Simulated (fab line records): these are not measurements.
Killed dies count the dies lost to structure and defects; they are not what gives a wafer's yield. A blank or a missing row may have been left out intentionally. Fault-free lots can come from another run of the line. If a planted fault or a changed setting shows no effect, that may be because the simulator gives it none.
2 desks looking at one fault :: flow gf180mcu :: every desk sees just its own numbers, and what lay behind them comes last

AT THE TOOL OWNER'S DESK: implanter-02
The tool's own readings at GF_PSD_IMPLANT_09: means of the sampled wafers that have a number, for each lot that ran on this tool. The brackets show how far a lot's mean lies from the usual mean; more than 4 standard deviations puts the lot out of limits, marked OUT.
Columns: A = beam energy keV at GF_PSD_IMPLANT_09, usual 40.000
lot: L206
first seen here: day 14 08:05
A: 39.998

lot: L212
first seen here: day 16 14:32
A: 39.999

lot: L213
first seen here: day 16 21:30
A: 36.050 (-99 or more) OUT

lot: L214
first seen here: day 17 03:21
A: 36.036 (-99 or more) OUT
This desk's finding: out of limits on L213, L214; first on L213, day 16 21:30 (beam energy keV at GF_PSD_IMPLANT_09). L206, L212: within limits.

FROM THE METROLOGY DESK
Lot by lot, what the gauges showed, no matter which tool ran the lot: averages of those sampled wafers that carry a number. The brackets show how far a lot's mean lies from the usual mean; more than 4 standard deviations puts the lot out of limits, marked OUT.
Columns: A = HV_LDD_CVD_54_THK at GF_HV_LDD_THK_MEAS_55, usual 9.98 nm; B = PSD_RS at GF_PSD_RS_MEAS_15, usual 108.51 ohm/sq; C = cd nm at GF_SAB_CD_MEAS_09, usual 420.3 nm
lot: L206
first seen here: day 12 13:45
A: 10.01
B: 108.75
C: 417.4

lot: L207
first seen here: day 12 19:13
A: 9.91
B: 108.02
C: 419.5

lot: L209
first seen here: day 13 15:19
A: 9.98
B: 108.74
C: 421.1

lot: L212
first seen here: day 14 17:01
A: 9.88
B: 108.34
C: 417.5

lot: L213
first seen here: day 14 23:06
A: 9.96
B: 113.90 (+19) OUT
C: 418.3

lot: L214
first seen here: day 15 04:47
A: 10.09
B: 113.96 (+19) OUT
C: 420.8

lot: L218
first seen here: day 16 06:51
A: 9.93
B: 108.13
C: 417.8

lot: L223
first seen here: day 18 02:32
A: 10.26
B: 108.60
C: 422.1

lot: L225
first seen here: day 18 19:43
A: 10.09
B: 108.12
C: 422.4

lot: L227
first seen here: day 19 10:07
A: 9.92
B: 108.72
C: 422.2

lot: L228
first seen here: day 19 23:55
A: 10.02
B: 108.80
C: 419.3

lot: L229
first seen here: day 20 01:41
A: 9.92
B: 108.61
C: 420.2
This desk reports L213, L214 out of limits; the earliest was L213 at day 16 22:08 (PSD_RS at GF_PSD_RS_MEAS_15). L206, L207, L209, L212, L218, L223, L225, L227, L228, L229: within limits.

TAKEN TOGETHER
The tool owner's desk had the chance to raise an alarm at day 16 21:30 on L213, L214.
Metrology desk: alarm possible at day 16 22:08 on L213, L214.
Of the lots named, all ran GF_PSD_IMPLANT_09 on implanter-02.

WHAT HAD BEEN PUT IN BY THE SIMULATOR
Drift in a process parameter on implanter-02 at GF_PSD_IMPLANT_09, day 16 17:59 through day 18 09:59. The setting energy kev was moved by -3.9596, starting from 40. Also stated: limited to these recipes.
Shown lots that were struck: L213, L214.
Fault start to first reading out of limits, in hours, per desk: tool owner, 4; metrology, 4.
